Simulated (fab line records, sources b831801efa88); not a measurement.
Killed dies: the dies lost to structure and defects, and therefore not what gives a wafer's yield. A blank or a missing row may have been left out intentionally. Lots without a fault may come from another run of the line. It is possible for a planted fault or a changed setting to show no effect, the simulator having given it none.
What tool caused it? | flow sky130 | 13 lots, 39 wafers sampled, at 4 steps of a route of 708

## WHAT THE GAUGES READ, wafer by wafer
SKY_RES_XHIGH_TW_MEAS_09. Usual: for RES_XHIGH_TW the level is 1656 and the standard deviation is 9.4.
lot  | measured     | on            | RES_XHIGH_TW   | flag
L793 | day 26 06:07 | film-metro-02 | 1655 1654 1651 |
L794 | day 26 20:06 | film-metro-02 | 1652 1660 1664 |
L801 | day 29 10:58 | film-metro-04 | 1461 1453 1452 | OFF
L802 | day 29 15:55 | film-metro-04 | 1451 1457 1449 | OFF
L805 | day 30 12:07 | film-metro-01 | 1647 1643 1647 |
L809 | day 32 03:40 | film-metro-01 | 1634 1632 1637 |
L810 | day 32 04:52 | film-metro-04 | 1663 1669 1660 |
L811 | day 32 09:53 | film-metro-02 | 1660 1665 1662 |
L812 | day 33 00:36 | film-metro-02 | 1661 1656 1655 |
L813 | day 33 04:37 | film-metro-04 | 1651 1651 1657 |
L814 | day 33 05:20 | film-metro-01 | 1658 1642 1656 |
L815 | day 33 18:13 | film-metro-02 | 1648 1646 1650 |
L816 | day 34 02:46 | film-metro-04 | 1656 1666 1658 |

SKY_SD_N_RS_MEAS_18: uses a four-point probe to measure. Usual: for RES_XHIGH_RS the level is 332.8 ohm/sq and the standard deviation is 1.2.
lot  | measured     | on            | RES_XHIGH_RS (ohm/sq) | flag
L793 | day 27 11:25 | film-metro-02 | 331.9 330.8 332.1     |
L794 | day 28 01:20 | film-metro-02 | 329.5 330.3 331.2     |
L801 | day 30 15:41 | film-metro-02 | 474.8 477.1 477.2     | OFF
L802 | day 30 20:52 | film-metro-02 | 476.4 475.8 475.8     | OFF
L805 | day 31 15:56 | film-metro-01 | 333.5 333.8 334.4     |
L809 | day 33 07:47 | film-metro-02 | 332.0 334.0 333.4     |
L810 | day 33 09:01 | film-metro-02 | 333.8 333.4 334.2     |
L811 | day 33 13:21 | film-metro-04 | 332.9 332.8 332.8     |
L812 | day 34 04:50 | film-metro-01 | 333.4 332.7 333.5     |
L813 | day 34 09:11 | film-metro-01 | 333.1 334.7 333.3     |
L814 | day 34 10:05 | film-metro-02 | 331.7 333.0 331.5     |
L815 | day 34 21:38 | film-metro-02 | 334.5 334.6 334.7     |
L816 | day 35 07:11 | film-metro-01 | 331.8 331.6 331.6     |

## WHAT TOOL EACH LOT RAN ON (gives the tool, then ch and the chambers of the sampled wafers, and finally the start)
lot  | SKY_RES_XHIGH_IMPLANT_07        | SKY_RES_XHIGH_STRIP_08
L793 | implanter-01 ch 0, day 26 05:53 | plasma-asher-04 ch 0, day 26 06:01
L794 | implanter-02 ch 0, day 26 19:51 | plasma-asher-04 ch 0,1, day 26 20:00
L801 | implanter-02 ch 0, day 29 10:43 | plasma-asher-02 ch 0,1, day 29 10:51
L802 | implanter-02 ch 0, day 29 15:41 | plasma-asher-02 ch 0,1, day 29 15:49
L805 | implanter-03 ch 0, day 30 11:54 | plasma-asher-04 ch 0,1, day 30 12:02
L809 | implanter-01 ch 0, day 32 03:26 | plasma-asher-04 ch 0,1, day 32 03:34
L810 | implanter-03 ch 0, day 32 04:39 | plasma-asher-04 ch 0,1, day 32 04:47
L811 | implanter-01 ch 0, day 32 09:38 | plasma-asher-03 ch 0,1, day 32 09:47
L812 | implanter-02 ch 0, day 33 00:22 | plasma-asher-03 ch 0,1, day 33 00:29
L813 | implanter-03 ch 0, day 33 04:22 | plasma-asher-03 ch 0,1, day 33 04:31
L814 | implanter-01 ch 0, day 33 05:05 | plasma-asher-02 ch 0,1, day 33 05:14
L815 | implanter-01 ch 0, day 33 17:59 | plasma-asher-02 ch 0,1, day 33 18:07
L816 | implanter-02 ch 0, day 34 02:32 | plasma-asher-02 ch 0,1, day 34 02:40
- SKY_RES_XHIGH_IMPLANT_07
- SKY_RES_XHIGH_STRIP_08: strips in O2/N2.

## AS READ BY THE TOOLS THEMSELVES (means over the sampled wafers that have a number; for cases with no such wafer, the mark the record gives instead)
SKY_RES_XHIGH_IMPLANT_07. Usual: beam-on-s 37.6 s, standard deviation 2; dose-ions-cm2 3.6e+14, standard deviation 3.9e+11; faraday-current-uA 541, standard deviation 29.
lot  | tool         | beam-on-s (s) | dose-ions-cm2 | faraday-current-uA | flag
L793 | implanter-01 | 39.3          | 3.6e+14       | 517                |
L794 | implanter-02 | 35.8          | 3.6e+14       | 567                |
L801 | implanter-02 | 22.7          | 2.3e+14       | 573                | OFF
L802 | implanter-02 | 22.9          | 2.3e+14       | 570                | OFF
L805 | implanter-03 | 39.4          | 3.6e+14       | 515                |
L809 | implanter-01 | 39.2          | 3.6e+14       | 518                |
L810 | implanter-03 | 38.9          | 3.6e+14       | 520                |
L811 | implanter-01 | 40.0          | 3.6e+14       | 507                |
L812 | implanter-02 | 35.1          | 3.6e+14       | 578                |
L813 | implanter-03 | 38.3          | 3.6e+14       | 531                |
L814 | implanter-01 | 39.4          | 3.6e+14       | 515                |
L815 | implanter-01 | 39.8          | 3.6e+14       | 510                |
L816 | implanter-02 | 35.8          | 3.6e+14       | 568                |

SKY_RES_XHIGH_STRIP_08. Usual: drypump-motor-current-A 5.6 A, standard deviation 0.43; oes-product-au 0.711 a.u., standard deviation 0.0047; strip-time-to-endpoint-s 14.28 s, standard deviation 0.037.
lot  | tool            | drypump-motor-current-A (A) | oes-product-au (a.u.) | strip-time-to-endpoint-s (s) | flag
L793 | plasma-asher-04 | 6.3                         | 0.711                 | 14.28                        |
L794 | plasma-asher-04 | 5.6                         | 0.714                 | 14.29                        |
L801 | plasma-asher-02 | 5.3                         | 0.722                 | 14.17                        |
L802 | plasma-asher-02 | 5.3                         | 0.718                 | 14.18                        |
L805 | plasma-asher-04 | 5.6                         | 0.707                 | 14.26                        |
L809 | plasma-asher-04 | 5.9                         | 0.715                 | 14.29                        |
L810 | plasma-asher-04 | 5.9                         | 0.710                 | 14.33                        |
L811 | plasma-asher-03 | 6.0                         | 0.709                 | 14.28                        |
L812 | plasma-asher-03 | 6.0                         | 0.708                 | 14.27                        |
L813 | plasma-asher-03 | 6.0                         | 0.708                 | 14.30                        |
L814 | plasma-asher-02 | 5.3                         | 0.710                 | 14.36                        |
L815 | plasma-asher-02 | 5.3                         | 0.711                 | 14.32                        |
L816 | plasma-asher-02 | 5.3                         | 0.712                 | 14.28                        |

## THE ANSWER, worked out from the rows above alone
Rule: lot off if the mean of its wafers having a number is beyond 3 standard deviations from the usual mean. A lot without any number at a reading at which 4 lots or more have one is off too. The other lots that the step has rows for count as sound. First the gauges in route order, then the tools' own readings, where a lot's mean is used as printed above. The first step at which some lot is off is used, and at that step the reading that is off furthest; a lot without a number counts as furthest.
Off: L801, L802, seen at SKY_RES_XHIGH_TW_MEAS_09 (RES_XHIGH_TW).
A tool fits if, at a process step before that reading, it ran every lot that is off, and no sound lot after the first of them. Not tried: the gauges at SKY_RES_XHIGH_TW_MEAS_09; whatever is off there is also off at SKY_SD_N_RS_MEAS_18, on other tools, and gauge error can't account for it. Of those tried, none fits.

## WHAT THE SIMULATOR PUT IN
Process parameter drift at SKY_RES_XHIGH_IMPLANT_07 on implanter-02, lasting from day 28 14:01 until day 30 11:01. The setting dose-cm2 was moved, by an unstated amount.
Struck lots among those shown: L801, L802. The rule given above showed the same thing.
